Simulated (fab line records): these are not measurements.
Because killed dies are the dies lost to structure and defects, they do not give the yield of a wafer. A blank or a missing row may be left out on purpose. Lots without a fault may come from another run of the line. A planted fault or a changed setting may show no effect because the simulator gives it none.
fab line records + flow sfqLine
[record]
- lots = 14
- wafers = 42
- lastDay = 90
route steps=325 shown M4@158 JJ@180 R5@223
lots untouched by any fault: they come from a run of this same line in which no faults occurred
startH: hours from the record's opening day to when the first of the lot's shown wafers began + waitH: hours since the lot's step before + " the same as in the row above + L1.1+2: one row covering several wafers at once + - no value present, or no start provided + * or withheld: withheld + < > ~ a bound
route shown NAME@n: names a module that has steps shown in the file, with the first one's number in the route + usual: average and standard deviation across the fault-free wafers + same: alike in all rows + chamber/n: place in a boat + sites: readings site by site + _std_site: their standard deviation + _edge_site: inner sites' mean taken away from outer sites' mean + radiusMm: for every site, how far away it sits from the centre of the wafer + mask NAME#n: copy n + behind: tool/chamber where the wafer was last shaped + hold: why the lot was held/for how many hours/how that ended + device: whichever transistor did not switch (one of n, p or np) + end of line: the same wafers' tests at the end of the route + a step given without rows: its recipe and nothing more + killed: dies lost to structure and defects at the first sort, not the wafer's yield + map: the dies of a wafer, with x for killed, . for not killed, _ for no die there
set.NAME: the setting as run; set.NAME@STEP: as run at that earlier step + model.NAME: the simulator's own value behind a step, which no gauge read
a sample of lots followed through the steps of the route, with each step as a table and each wafer as a row
services: the hour from which a tool's chamber was out of use, counted from the record's first day as startH (under 0 if before that day), plus the number of hours and why
[[steps]]
[step SFQ_M4_OVL_MEAS_926]
[usual]
- M4_OVL = 0/6.3
| lot.wafer | tool       | chamber | startH  | waitH | M4_OVL[nm] |
|-----------|------------|---------|---------|-------|------------|
| L930.1    | overlay-01 | -       | 1083.57 | 0.1   | -15        |
| L930.5    | "          | -       | "       | "     | -6         |
| L930.6    | "          | -       | "       | "     | -3         |
| L932.2    | overlay-02 | -       | 1087.09 | 0.1   | -5         |
| L932.4    | "          | -       | "       | "     | -8         |
| L932.5    | "          | -       | "       | "     | -13        |
| L933.1    | overlay-02 | -       | 1088.28 | 0.1   | 4          |
| L933.5    | "          | -       | "       | "     | 1          |
| L933.6    | "          | -       | "       | "     | 1          |
| L936.2    | overlay-02 | -       | 1091.89 | 0.1   | -2         |
| L936.4    | "          | -       | "       | "     | -7         |
| L936.6    | "          | -       | "       | "     | -1         |
| L938.3    | overlay-02 | -       | 1105.87 | 0.1   | -7         |
| L938.5    | "          | -       | "       | "     | -7         |
| L938.6    | "          | -       | "       | "     | 4          |
| L939.1    | overlay-01 | -       | 1130.86 | 0.1   | -5         |
| L939.2    | "          | -       | "       | "     | -11        |
| L939.5    | "          | -       | "       | "     | -11        |
| L941.2    | overlay-02 | -       | 1329.96 | 0.1   | 5          |
| L941.5    | "          | -       | "       | "     | -1         |
| L941.6    | "          | -       | "       | "     | 5          |
| L942.1    | overlay-01 | -       | 1346.75 | 0.1   | 10         |
| L942.4    | "          | -       | "       | "     | 12         |
| L942.5    | "          | -       | "       | "     | 10         |
| L943.4    | overlay-01 | -       | 1380.47 | 0.1   | -4         |
| L943.5    | "          | -       | "       | "     | -3         |
| L943.6    | "          | -       | "       | "     | 1          |
| L944.2    | overlay-01 | -       | 1388.86 | 0.1   | 1          |
| L944.4    | "          | -       | "       | "     | -1         |
| L944.6    | "          | -       | "       | "     | -8         |
| L946.1    | overlay-01 | -       | 1398.45 | 0.1   | 7          |
| L946.4    | "          | -       | "       | "     | 0          |
| L946.5    | "          | -       | "       | "     | 5          |
| L948.1    | overlay-02 | -       | 1408.05 | 0.1   | 12         |
| L948.2    | "          | -       | "       | "     | 15         |
| L948.6    | "          | -       | "       | "     | 13         |
| L949.2    | overlay-01 | -       | 1409.26 | 0.1   | 12         |
| L949.4    | "          | -       | "       | "     | 9          |
| L949.5    | "          | -       | "       | "     | 1          |
| L950.2    | overlay-02 | -       | 1411.66 | 0.1   | 1          |
| L950.4    | "          | -       | "       | "     | -1         |
| L950.5    | "          | -       | "       | "     | 1          |
[step SFQ_TRILAYER_JJ_TRILAYER_DEP_SPUTTER_110]
[recipe]
- material = Al
- basePressurePa = 1.33e-06
- targetThkNm = 8
- powerW = 500
- timeS = 10
- chamberPressurePa = 0.4
[usual]
- throttleValvePct = 30.2/1.3
| lot.wafer | tool          | chamber | startH  | waitH | throttleValvePct |
|-----------|---------------|---------|---------|-------|------------------|
| L930.1    | pvdSputter-04 | -       | 1209.87 | 0.0   | 31.1             |
| L930.5    | "             | -       | "       | "     | 31.3             |
| L930.6    | "             | -       | "       | "     | 31.4             |
| L932.2    | pvdSputter-04 | -       | 1213.87 | 0.0   | 31.4             |
| L932.4    | "             | -       | "       | "     | 30.9             |
| L932.5    | "             | -       | "       | "     | 30.8             |
| L933.1    | pvdSputter-03 | -       | 1215.67 | 0.0   | 28.8             |
| L933.5    | "             | -       | "       | "     | 29.4             |
| L933.6    | "             | -       | "       | "     | 31.0             |
| L936.2    | pvdSputter-03 | -       | 1221.07 | 0.0   | 29.6             |
| L936.4    | "             | -       | "       | "     | 30.9             |
| L936.6    | "             | -       | "       | "     | 28.9             |
| L938.3    | pvdSputter-03 | -       | 1223.47 | 0.0   | 28.8             |
| L938.5    | "             | -       | "       | "     | 28.9             |
| L938.6    | "             | -       | "       | "     | 31.2             |
| L939.1    | pvdSputter-04 | -       | 1225.45 | 0.0   | 31.3             |
| L939.2    | "             | -       | "       | "     | 30.9             |
| L939.5    | "             | -       | "       | "     | 31.4             |
| L941.2    | pvdSputter-04 | -       | 1346.72 | 0.0   | 31.3             |
| L941.5    | "             | -       | "       | "     | 28.0             |
| L941.6    | "             | -       | "       | "     | 31.0             |
| L942.1    | pvdSputter-04 | -       | 1373.71 | 0.0   | 31.1             |
| L942.4    | "             | -       | "       | "     | 28.2             |
| L942.5    | "             | -       | "       | "     | 31.2             |
| L943.4    | pvdSputter-04 | -       | 1389.27 | 0.0   | 31.1             |
| L943.5    | "             | -       | "       | "     | 31.3             |
| L943.6    | "             | -       | "       | "     | 30.6             |
| L944.2    | pvdSputter-06 | -       | 1397.59 | 0.0   | 31.7             |
| L944.4    | "             | -       | "       | "     | 29.3             |
| L944.6    | "             | -       | "       | "     | 32.4             |
| L946.1    | pvdSputter-04 | -       | 1408.56 | 0.0   | 30.7             |
| L946.4    | "             | -       | "       | "     | 31.2             |
| L946.5    | "             | -       | "       | "     | 28.1             |
| L948.1    | pvdSputter-06 | -       | 1417.44 | 0.0   | 29.0             |
| L948.2    | "             | -       | "       | "     | 31.7             |
| L948.6    | "             | -       | "       | "     | 29.2             |
| L949.2    | pvdSputter-03 | -       | 1419.84 | 0.0   | 28.9             |
| L949.4    | "             | -       | "       | "     | 29.6             |
| L949.5    | "             | -       | "       | "     | 29.0             |
| L950.2    | pvdSputter-04 | -       | 1423.60 | 0.0   | 31.2             |
| L950.4    | "             | -       | "       | "     | 31.4             |
| L950.5    | "             | -       | "       | "     | 31.3             |
[step SFQ_TRILAYER_JJ_CE_LITHO_EXPOSE_115]
[recipe]
- maskId = J5
- na = 0.6
- sourceShape = conventional
- sigmaOuter = 0.65
- targetCdNm = 700
- doseMj = 14.4
[same]
- na = 0.6
- sigmaOuter = 0.65
| lot.wafer  | tool          | chamber | startH  | waitH | mask |
|------------|---------------|---------|---------|-------|------|
| L930.1+5+6 | krfScanner-02 | 0       | 1226.46 | -     | J5#0 |
| L932.2+4+5 | krfScanner-02 | 0       | 1230.26 | -     | J5#0 |
| L933.1+5+6 | krfScanner-02 | 0       | 1231.26 | -     | J5#0 |
| L936.2+4+6 | krfScanner-02 | 0       | 1235.06 | -     | J5#0 |
| L938.3+5+6 | krfScanner-02 | 0       | 1238.86 | -     | J5#0 |
| L939.1+2+5 | krfScanner-02 | 0       | 1239.66 | -     | J5#0 |
| L941.2+5+6 | krfScanner-02 | 0       | 1370.14 | -     | J5#0 |
| L942.1+4+5 | krfScanner-02 | 0       | 1381.87 | -     | J5#0 |
| L943.4+5+6 | krfScanner-02 | 0       | 1392.56 | -     | J5#0 |
| L944.2+4+6 | krfScanner-02 | 0       | 1399.83 | -     | J5#0 |
| L946.1+4+5 | krfScanner-02 | 0       | 1410.59 | -     | J5#0 |
| L948.1+2+6 | krfScanner-02 | 0       | 1419.84 | -     | J5#0 |
| L949.2+4+5 | krfScanner-02 | 0       | 1423.64 | -     | J5#0 |
| L950.2+4+5 | krfScanner-02 | 0       | 1427.24 | -     | J5#0 |
[step SFQ_TRILAYER_JJ_CE_METRO_MEASURE_117]
[usual]
- cdNm = 699.9/1.4
| lot.wafer | tool     | chamber | startH  | waitH | cdNm  |
|-----------|----------|---------|---------|-------|-------|
| L930.1    | cdSem-01 | -       | 1227.99 | 0.0   | 697.8 |
| L930.5    | "        | -       | "       | "     | 698.8 |
| L930.6    | "        | -       | "       | "     | 697.7 |
| L932.2    | cdSem-01 | -       | 1231.79 | 0.2   | 697.0 |
| L932.4    | "        | -       | "       | "     | 696.8 |
| L932.5    | "        | -       | "       | "     | 697.3 |
| L933.1    | cdSem-02 | -       | 1232.79 | 0.0   | 698.9 |
| L933.5    | "        | -       | "       | "     | 699.7 |
| L933.6    | "        | -       | "       | "     | 699.6 |
| L936.2    | cdSem-01 | -       | 1236.59 | 0.2   | 696.8 |
| L936.4    | "        | -       | "       | "     | 698.4 |
| L936.6    | "        | -       | "       | "     | 699.2 |
| L938.3    | cdSem-01 | -       | 1240.39 | 0.4   | 699.4 |
| L938.5    | "        | -       | "       | "     | 695.6 |
| L938.6    | "        | -       | "       | "     | 693.5 |
| L938.3    | cdSem-01 | -       | 1241.76 | 1.2   | 699.2 |
| L938.5    | "        | -       | "       | "     | 695.0 |
| L938.6    | "        | -       | "       | "     | 693.8 |
| L939.1    | cdSem-02 | -       | 1241.19 | 0.0   | 700.3 |
| L939.2    | "        | -       | "       | "     | 699.5 |
| L939.5    | "        | -       | "       | "     | 694.9 |
| L941.2    | cdSem-01 | -       | 1371.68 | 0.2   | 698.1 |
| L941.5    | "        | -       | "       | "     | 700.0 |
| L941.6    | "        | -       | "       | "     | 699.7 |
| L942.1    | cdSem-02 | -       | 1383.41 | 0.0   | 697.9 |
| L942.4    | "        | -       | "       | "     | 699.7 |
| L942.5    | "        | -       | "       | "     | 698.6 |
| L943.4    | cdSem-02 | -       | 1394.09 | 0.6   | 699.4 |
| L943.5    | "        | -       | "       | "     | 699.6 |
| L943.6    | "        | -       | "       | "     | 700.3 |
| L944.2    | cdSem-01 | -       | 1401.36 | 0.2   | 701.3 |
| L944.4    | "        | -       | "       | "     | 700.2 |
| L944.6    | "        | -       | "       | "     | 700.0 |
| L946.1    | cdSem-01 | -       | 1412.13 | 0.0   | 697.5 |
| L946.4    | "        | -       | "       | "     | 697.0 |
| L946.5    | "        | -       | "       | "     | 697.9 |
| L948.1    | cdSem-02 | -       | 1421.37 | 0.0   | 699.9 |
| L948.2    | "        | -       | "       | "     | 699.4 |
| L948.6    | "        | -       | "       | "     | 698.5 |
| L949.2    | cdSem-01 | -       | 1425.17 | 0.2   | 701.3 |
| L949.4    | "        | -       | "       | "     | 700.9 |
| L949.5    | "        | -       | "       | "     | 700.8 |
| L950.2    | cdSem-02 | -       | 1428.77 | 0.2   | 697.2 |
| L950.4    | "        | -       | "       | "     | 699.4 |
| L950.5    | "        | -       | "       | "     | 698.6 |
[step SFQ_R5_OVL_MEAS_935]
[usual]
- R5_OVL = 0/5.9
| lot.wafer | tool       | chamber | startH  | waitH | R5_OVL[nm] |
|-----------|------------|---------|---------|-------|------------|
| L930.1    | overlay-01 | -       | 1464.54 | 0.1   | 6          |
| L930.5    | "          | -       | "       | "     | 8          |
| L930.6    | "          | -       | "       | "     | 9          |
| L932.2    | overlay-01 | -       | 1469.34 | 0.1   | 0          |
| L932.4    | "          | -       | "       | "     | -2         |
| L932.5    | "          | -       | "       | "     | 3          |
| L933.1    | overlay-02 | -       | 1472.94 | 0.1   | -7         |
| L933.5    | "          | -       | "       | "     | -5         |
| L933.6    | "          | -       | "       | "     | -9         |
| L936.2    | overlay-02 | -       | 1484.94 | 0.1   | -2         |
| L936.4    | "          | -       | "       | "     | -12        |
| L936.6    | "          | -       | "       | "     | -7         |
| L938.3    | overlay-01 | -       | 1493.48 | 0.1   | 0          |
| L938.5    | "          | -       | "       | "     | -5         |
| L938.6    | "          | -       | "       | "     | -1         |
| L939.1    | overlay-01 | -       | 1497.06 | 0.1   | -3         |
| L939.2    | "          | -       | "       | "     | 2          |
| L939.5    | "          | -       | "       | "     | -3         |
| L941.2    | overlay-02 | -       | 1506.67 | 0.1   | 3          |
| L941.5    | "          | -       | "       | "     | -2         |
| L941.6    | "          | -       | "       | "     | 7          |
| L942.1    | overlay-02 | -       | 1510.26 | 0.1   | -8         |
| L942.4    | "          | -       | "       | "     | -7         |
| L942.5    | "          | -       | "       | "     | -8         |
| L943.4    | overlay-02 | -       | 1515.08 | 0.1   | -3         |
| L943.5    | "          | -       | "       | "     | -7         |
| L943.6    | "          | -       | "       | "     | -4         |
| L944.2    | overlay-02 | -       | 1518.67 | 0.1   | -1         |
| L944.4    | "          | -       | "       | "     | 1          |
| L944.6    | "          | -       | "       | "     | -1         |
| L946.1    | overlay-02 | -       | 1526.28 | 0.1   | 6          |
| L946.4    | "          | -       | "       | "     | 1          |
| L946.5    | "          | -       | "       | "     | 0          |
| L948.1    | overlay-01 | -       | 1534.78 | 0.1   | 1          |
| L948.2    | "          | -       | "       | "     | -5         |
| L948.6    | "          | -       | "       | "     | -8         |
| L949.2    | overlay-01 | -       | 1535.99 | 0.1   | -2         |
| L949.4    | "          | -       | "       | "     | -2         |
| L949.5    | "          | -       | "       | "     | 2          |
| L950.2    | overlay-01 | -       | 1543.19 | 0.1   | 15         |
| L950.4    | "          | -       | "       | "     | 16         |
| L950.5    | "          | -       | "       | "     | 13         |
[[services]]
| tool          | chamber | startH  | hours | kind   |
|---------------|---------|---------|-------|--------|
| cdSem-02      | -       | 1186.64 | 0.3   | pm     |
| krfScanner-02 | -       | 1191.68 | 0.5   | repair |
| pvdSputter-03 | -       | 1194.76 | 8.1   | repair |
| cdSem-01      | -       | 1207.36 | 0.3   | pm     |
| krfScanner-02 | -       | 1210.31 | 1.0   | pm     |
| pvdSputter-06 | -       | 1211.40 | 1.4   | repair |
| pvdSputter-06 | -       | 1212.18 | 17.5  | repair |
| cdSem-02      | -       | 1218.64 | 0.6   | pm     |
| cdSem-01      | -       | 1237.59 | 1.2   | pm     |
| pvdSputter-03 | -       | 1284.03 | 39.2  | repair |
| krfScanner-02 | -       | 1290.00 | 3.6   | pm     |
| cdSem-01      | -       | 1297.65 | 1.7   | pm     |
| krfScanner-02 | -       | 1313.64 | 29.9  | repair |
| krfScanner-02 | -       | 1340.24 | 0.3   | repair |
| cdSem-01      | -       | 1342.10 | 0.7   | pm     |
| cdSem-02      | -       | 1343.82 | 0.5   | pm     |
| krfScanner-02 | -       | 1353.78 | 1.3   | pm     |
| pvdSputter-04 | -       | 1361.43 | 6.2   | repair |
| cdSem-02      | -       | 1368.01 | 2.9   | pm     |
| cdSem-02      | -       | 1370.94 | 1.1   | pm     |
| krfScanner-02 | -       | 1378.47 | 1.0   | pm     |
| cdSem-01      | -       | 1391.36 | 2.9   | pm     |
| cdSem-02      | -       | 1402.64 | 0.4   | pm     |
| cdSem-01      | -       | 1420.73 | 0.8   | pm     |
[[key]]
[firstSign]
- step = SFQ_TRILAYER_JJ_CE_METRO_MEASURE_117
- reading = visit
- direction = added
[effect]
- step = SFQ_TRILAYER_JJ_CE_METRO_MEASURE_117
- reading = cdNm
- direction = down
- sigmas = 3.7
- usual = 699.9
- struck = 694.7
metAt SFQ_TRILAYER_JJ_CE_LITHO_EXPOSE_115
struckLots L938,L939
struckWafers L938.5,L938.6,L939.5
notActingAt SFQ_M4_OVL_MEAS_926,SFQ_TRILAYER_JJ_TRILAYER_DEP_SPUTTER_110,SFQ_R5_OVL_MEAS_935
[fault]
- kind = processParameterDrift
- tool = krfScanner-02
- chamber = -
- onsetH = 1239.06
- steps = SFQ_TRILAYER_JJ_CE_LITHO_EXPOSE_115
- channel = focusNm
- offset = 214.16
- shape = step
- endH = 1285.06
- scope = struckWafersOnly
